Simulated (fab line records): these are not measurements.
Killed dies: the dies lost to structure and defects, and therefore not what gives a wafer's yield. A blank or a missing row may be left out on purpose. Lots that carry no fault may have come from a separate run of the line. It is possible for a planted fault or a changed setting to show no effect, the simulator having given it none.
Matching of chambers -- flow sky130 -- pecvd-01 running SKY_CONTACT_CVD_00: 3 sister chambers
The step deposits Si3N4, target thk 75 nm. 3 wafers are shown with their chamber, then 10 later ones without.

== WAFERS PAIRED WITH THEIR CHAMBERS ==
wafer,chamber,heater-power-outer-w (W)
L087.6,0,402
L090.3,2,376
L090.5,1,423

== WAFERS WHOSE CHAMBER IS MISSING ==
wafer,heater-power-outer-w (W)
L090.6,484
L092.4,319
L092.5,420
L092.6,375
L094.3,458
L094.4,418
L094.5,363
L095.1,356
L095.3,369
L095.6,485

== CHAMBER TAKEN BY EACH ==
wafer,from the rows above,in truth
L090.6,can't be placed: 1 or 0 or 2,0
L092.4,can't be placed: 2 or 0 or 1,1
L092.5,can't be placed: 1 or 0 or 2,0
L092.6,can't be placed: 2 or 0 or 1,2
L094.3,can't be placed: 1 or 0 or 2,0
L094.4,can't be placed: 1 or 0 or 2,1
L094.5,can't be placed: 2 or 0 or 1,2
L095.1,can't be placed: 2 or 0 or 1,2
L095.3,can't be placed: 2 or 0 or 1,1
L095.6,can't be placed: 1 or 0 or 2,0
Correctly placed: 0 of 10. These rows do not allow placing 10 (true chamber among the candidates in 10). Placed wrongly: 0.
How it was worked out, from the rows above alone: a wafer's distance from a chamber is the root of the sum, over the readings, of the square of ((its reading less the chamber's mean) divided by the reading's scatter). If the next closest chamber is less than 2 further off than the closest, the wafer can't be placed; otherwise it belongs to the closest. The mean given for a chamber averages the wafers shown for that chamber. The scatter: root of mean squared gap, hidden wafer to nearest shown wafer, with one shown wafer a chamber.
